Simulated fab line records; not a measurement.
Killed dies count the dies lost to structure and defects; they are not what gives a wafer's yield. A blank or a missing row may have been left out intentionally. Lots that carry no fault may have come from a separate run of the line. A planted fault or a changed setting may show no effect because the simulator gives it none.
Matching of chambers -- flow gf180mcu -- GF_V5_CMP_04 on cmp-02: 4 sister chambers
The step polishes SiO2. 4 wafers are shown with their chamber, then 8 later ones without.

== WAFERS PAIRED WITH THEIR CHAMBERS ==
wafer,chamber,motor_current_A (A)
L171.2,3,11.7
L171.5,1,9.5
L171.6,2,14.7
L181.2,0,11.8

== WAFERS WITHOUT THEIR CHAMBER ==
wafer,motor_current_A (A)
L181.3,9.9
L181.5,11.4
L186.1,14.0
L186.4,11.6
L186.6,13.9
L187.3,9.7
L187.4,11.6
L187.6,13.8

== CHAMBER TAKEN BY EACH ==
wafer,from the rows above,in truth
L181.3,1,1
L181.5,can't be placed: 3 or 0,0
L186.1,2,2
L186.4,can't be placed: 3 or 0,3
L186.6,2,2
L187.3,1,1
L187.4,can't be placed: 3 or 0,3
L187.6,2,2
Correctly placed: 5 of 8. Cannot be placed on the basis of these rows: 3; the candidates contain the true chamber in 3. Number placed wrongly: 0.
How it was worked out, from the rows above alone: a wafer's distance from a chamber is the root of the sum, over the readings, of the square of ((its reading less the chamber's mean) divided by the reading's scatter). The wafer belongs to the nearest chamber; if the next one is less than 2 further off, it can't be placed. A chamber's mean is the mean of its shown wafers. The scatter: with one shown wafer a chamber, the root of the mean of the squares of how far each hidden wafer lies from its nearest shown one.
